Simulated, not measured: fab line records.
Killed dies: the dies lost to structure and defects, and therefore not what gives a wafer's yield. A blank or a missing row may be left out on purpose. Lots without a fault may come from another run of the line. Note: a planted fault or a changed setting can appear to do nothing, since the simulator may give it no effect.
Which of the tools did it? -- flow gf180mcu -- 36 wafers from 12 lots sampled at 5 of the route's 602 steps

== WHAT THE GAUGES READ, wafer by wafer ==
GF_NSD_OVL_MEAS_08.
lot,measured,on,NSD_OVL (nm)
L314,day 13 15:44,overlay-02,-0.1 -3.8 -1.6
L315,day 14 02:08,overlay-01,-2.9 -2.1 -0.4
L317,day 14 17:35,overlay-02,0.9 -0.1 0.0
L320,day 16 06:08,overlay-01,-2.9 -2.5 -1.5
L322,day 16 14:14,overlay-01,-0.2 -0.7 1.3
L326,day 18 01:12,overlay-01,-3.3 -1.2 -3.0
L327,day 18 09:05,overlay-01,-0.7 1.0 -1.0
L331,day 19 13:23,overlay-02,222.4 221.3 221.8
L333,day 20 08:35,overlay-01,222.8 223.1 221.6
L334,day 20 14:47,overlay-01,-1.8 -1.8 -2.4
L335,day 20 21:44,overlay-02,0.3 0.0 -1.5
L336,day 21 07:35,overlay-02,-0.9 -2.7 -4.3

GF_PSD_TW_MEAS_11.
lot,measured,on,PSD_TW
L314,day 14 13:25,film_metro-03,3221 3208 3208
L315,day 14 23:52,film_metro-03,3224 3209 3225
L317,day 15 16:49,film_metro-03,3239 3214 3245
L320,day 17 05:31,film_metro-01,3181 3190 3230
L322,day 17 14:07,film_metro-01,3205 3200 3214
L326,day 19 02:17,film_metro-03,3213 3200 3210
L327,day 19 10:28,film_metro-01,3201 3194 3200
L331,day 20 14:11,film_metro-03,3240 3248 3235
L333,day 21 09:16,film_metro-03,3231 3223 3219
L334,day 21 15:32,film_metro-04,3171 3174 3167
L335,day 21 22:04,film_metro-03,3204 3210 3221
L336,day 22 07:55,film_metro-04,3185 3200 3189

== EACH LOT AND THE TOOL THAT RAN IT (in order: tool; ch and the chambers of the sampled wafers; start) ==
lot,GF_NSD_EXPOSE_04,GF_NSD_STRIP_11,GF_PSD_STRIP_10
L314,"iline_stepper-02 ch 0, day 13 05:34","plasma_asher-04 ch 0,1, day 13 16:04","plasma_asher-03 ch 0,1, day 14 13:19"
L315,"iline_stepper-02 ch 0, day 13 15:19","plasma_asher-04 ch 0,1, day 14 02:28","plasma_asher-02 ch 0,1, day 14 23:46"
L317,"iline_stepper-01 ch 0, day 14 07:56","plasma_asher-02 ch 0,1, day 14 17:55","plasma_asher-02 ch 0,1, day 15 16:43"
L320,"iline_stepper-01 ch 0, day 15 19:13","plasma_asher-04 ch 0,1, day 16 06:28","plasma_asher-02 ch 0,1, day 17 05:25"
L322,"iline_stepper-01 ch 0, day 16 03:26","plasma_asher-01 ch 0,1, day 16 14:34","plasma_asher-02 ch 0,1, day 17 14:01"
L326,"iline_stepper-01 ch 0, day 17 13:25","plasma_asher-04 ch 0,1, day 18 01:33","plasma_asher-03 ch 0,1, day 19 02:12"
L327,"iline_stepper-02 ch 0, day 17 21:08","plasma_asher-04 ch 0,1, day 18 09:26","plasma_asher-02 ch 0,1, day 19 10:22"
L331,"iline_stepper-01 ch 0, day 19 01:21","plasma_asher-02 ch 0,1, day 19 13:43","plasma_asher-01 ch 0,1, day 20 14:04"
L333,"iline_stepper-01 ch 0, day 19 20:18","plasma_asher-01 ch 0, day 20 08:55","plasma_asher-01 ch 0, day 21 09:10"
L334,"iline_stepper-02 ch 0, day 20 03:17","plasma_asher-04 ch 0,1, day 20 15:07","plasma_asher-02 ch 0,1, day 21 15:26"
L335,"iline_stepper-02 ch 0, day 20 09:48","plasma_asher-04 ch 0,1, day 20 22:04","plasma_asher-03 ch 0,1, day 21 21:58"
L336,"iline_stepper-02 ch 0, day 20 19:30","plasma_asher-02 ch 0,1, day 21 07:55","plasma_asher-01 ch 0,1, day 22 07:49"
- GF_NSD_EXPOSE_04: exposes mask Nplus, target cd 400 nm.
- GF_NSD_STRIP_11: strips in O2/N2.
- GF_PSD_STRIP_10: strips in O2/N2.

== AS READ BY THE TOOLS THEMSELVES (means over the sampled wafers that have a number; for cases with no such wafer, the mark the record gives instead) ==
GF_NSD_EXPOSE_04.
lot,tool,focus_offset_nm (nm)
L314,iline_stepper-02,0.4
L315,iline_stepper-02,-0.5
L317,iline_stepper-01,-0.2
L320,iline_stepper-01,-0.6
L322,iline_stepper-01,0.0
L326,iline_stepper-01,-0.4
L327,iline_stepper-02,-0.1
L331,iline_stepper-01,-0.1
L333,iline_stepper-01,0.6
L334,iline_stepper-02,0.3
L335,iline_stepper-02,0.5
L336,iline_stepper-02,0.3

GF_NSD_STRIP_11.
lot,tool,drypump_motor_current_A (A),heater_power_w (W),n2_flow_sccm (sccm),oes_product_au (a.u.),strip_time_to_endpoint_s (s)
L314,plasma_asher-04,6.1,363,300.0,0.483,22.84
L315,plasma_asher-04,5.9,348,300.2,0.484,22.93
L317,plasma_asher-02,6.1,339,299.9,0.483,22.96
L320,plasma_asher-04,5.9,344,301.3,0.483,22.93
L322,plasma_asher-01,5.3,310,298.6,0.489,22.94
L326,plasma_asher-04,5.9,348,299.6,0.487,22.96
L327,plasma_asher-04,5.9,346,300.7,0.483,22.90
L331,plasma_asher-02,6.1,343,300.4,0.487,22.92
L333,plasma_asher-01,5.6,337,299.8,0.485,22.95
L334,plasma_asher-04,5.9,344,300.0,0.483,22.94
L335,plasma_asher-04,5.9,348,299.7,0.484,22.91
L336,plasma_asher-02,6.1,334,300.6,0.482,23.00

GF_PSD_STRIP_10.
lot,tool,drypump_motor_current_A (A),heater_power_w (W),n2_flow_sccm (sccm),oes_product_au (a.u.),strip_time_to_endpoint_s (s)
L314,plasma_asher-03,5.6,357,300.6,0.593,16.51
L315,plasma_asher-02,6.4,325,300.5,0.592,16.59
L317,plasma_asher-02,6.4,322,300.4,0.594,16.49
L320,plasma_asher-02,6.3,321,300.3,0.592,16.52
L322,plasma_asher-02,6.4,324,301.7,0.586,16.47
L326,plasma_asher-03,5.6,354,299.8,0.596,16.53
L327,plasma_asher-02,6.1,341,299.3,0.591,16.50
L331,plasma_asher-01,5.3,295,299.2,0.596,16.56
L333,plasma_asher-01,5.6,334,299.1,0.592,16.52
L334,plasma_asher-02,6.4,326,300.1,0.590,16.57
L335,plasma_asher-03,5.4,332,301.0,0.593,16.52
L336,plasma_asher-01,5.3,298,301.2,0.593,16.55

== THE ANSWER, worked out from the rows above alone ==
Rule: the usual values come from the lots themselves. Put in order of their means at a reading, lots are off if they are a third of the lots or fewer, leave a main group of 4 or more, and stand apart from it by a gap of 3 or more times the standard deviation of the main group's means; of several such gaps the widest counts. A main group whose means are all the same, to the digits that the tables above print for the reading, isn't used. A lot without any number at a reading at which 4 lots or more have one is off too. All remaining lots with rows at the step are treated as sound. Order of review: gauges by route order, followed by the tools' own readings, for which a lot's mean as printed above is used. At the first step where some lot is off, the reading lying furthest off is the one used; lots without a number count as furthest.
Off: L331, L333, at GF_NSD_OVL_MEAS_08 (NSD_OVL). For the main group the mean is -1.3 nm and the standard deviation 1.1.
A tool fits if, at a process step before that reading, it ran every lot that is off, and no sound lot after the first of them. The gauges at GF_NSD_OVL_MEAS_08 are tried like those tools. One fits: GF_NSD_EXPOSE_04 on iline_stepper-01. A fault onset in the window from L326 (day 17 13:25, its last sound lot) to L331 (day 19 01:21, its first lot off) fits.

== WHAT HAD BEEN PUT IN BY THE SIMULATOR ==
Scanner matching overlay: iline_stepper-01, from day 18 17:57 on, at GF_NSD_EXPOSE_04. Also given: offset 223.
Shown lots that were struck: L331, L333. The rule above found the same.
